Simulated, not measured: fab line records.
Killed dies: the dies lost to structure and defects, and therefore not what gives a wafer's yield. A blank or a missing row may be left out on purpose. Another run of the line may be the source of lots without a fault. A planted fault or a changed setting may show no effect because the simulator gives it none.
2 desks looking at one fault    flow gf180mcu    every desk sees just its own numbers, and what lay behind them comes last

## TOOL OWNER'S DESK, implanter-03
GF_MVPSD_IMPLANT_09, tool's own readings: per-lot mean of the sampled wafers with a number, covering each lot this tool ran. A lot is out of limits, marked OUT, if its mean lies more than 4 standard deviations from the usual mean; the brackets give that distance.
Columns: A = dose_ions_cm2 at GF_MVPSD_IMPLANT_09, usual 5e+12; B = faraday_current_uA at GF_MVPSD_IMPLANT_09, usual 28.2
lot   first seen here  A                B
L263  day 7 20:38      5e+12 (-97) OUT  25.8 (-4.3) OUT
L264  day 7 23:09      5e+12 (-96) OUT  25.6 (-4.7) OUT
This desk's verdict: out of limits on L263, L264, starting with L263 at day 7 20:38 (dose_ions_cm2 at GF_MVPSD_IMPLANT_09). In limits: none.

## AT THE METROLOGY DESK
What the gauges read, lot by lot, whatever tool the lot ran on: means of the sampled wafers that have a number. A lot is out of limits, marked OUT, if its mean lies more than 4 standard deviations from the usual mean; the brackets give that distance.
Columns: A = MVPSD_RS at GF_VT_IMPLANT_RS_MEAS_49, usual 1166.4 ohm/sq; B = HV_LDD_4_TW at GF_HV_LDD_TW_MEAS_50, usual 575; C = HV_LDD_RS at GF_HV_LDD_RS_MEAS_53, usual 417.6 ohm/sq
lot   first seen here  A                  B    C
L253  day 7 14:22      1164.9             580  416.3
L254  day 7 20:07      1167.5             580  416.3
L257  day 8 13:52      1168.1             578  418.5
L258  day 8 20:55      1165.0             578  418.0
L262  day 10 05:46     1164.6             579  417.7
L263  day 10 18:53     1183.7 (+6.4) OUT  573  418.6
L264  day 10 22:20     1186.1 (+7.3) OUT  580  416.4
L267  day 11 12:50     1170.0             577  416.5
L268  day 11 20:59     1165.4             576  417.7
L270  day 12 10:56     1165.5             574  417.3
L271  day 12 15:17     1170.8             562  416.4
L272  day 12 22:07     1166.1             576  417.6
L274  day 13 10:10     1167.7             577  417.8
L276  day 14 03:43     1165.1             577  418.0
Per this desk, out of limits: L263, L264; the first was L263, day 10 18:53 (MVPSD_RS at GF_VT_IMPLANT_RS_MEAS_49). L253, L254, L257, L258, L262, L267, L268, L270, L271, L272, L274, L276: within limits.

## BROUGHT TOGETHER
The tool owner's desk could have raised an alarm at day 7 20:38, on L263, L264.
The metrology desk could have raised an alarm at day 10 18:53, on L263, L264.
Of the lots named, all ran GF_MVPSD_IMPLANT_09 on implanter-03.

## WHAT THE SIMULATOR HAD PUT IN
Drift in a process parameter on implanter-03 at GF_MVPSD_IMPLANT_09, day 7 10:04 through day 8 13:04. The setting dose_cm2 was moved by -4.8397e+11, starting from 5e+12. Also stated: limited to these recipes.
Struck lots among those shown: L263, L264.
Fault start to first reading out of limits, in hours, per desk: tool owner, 11; metrology, 81.
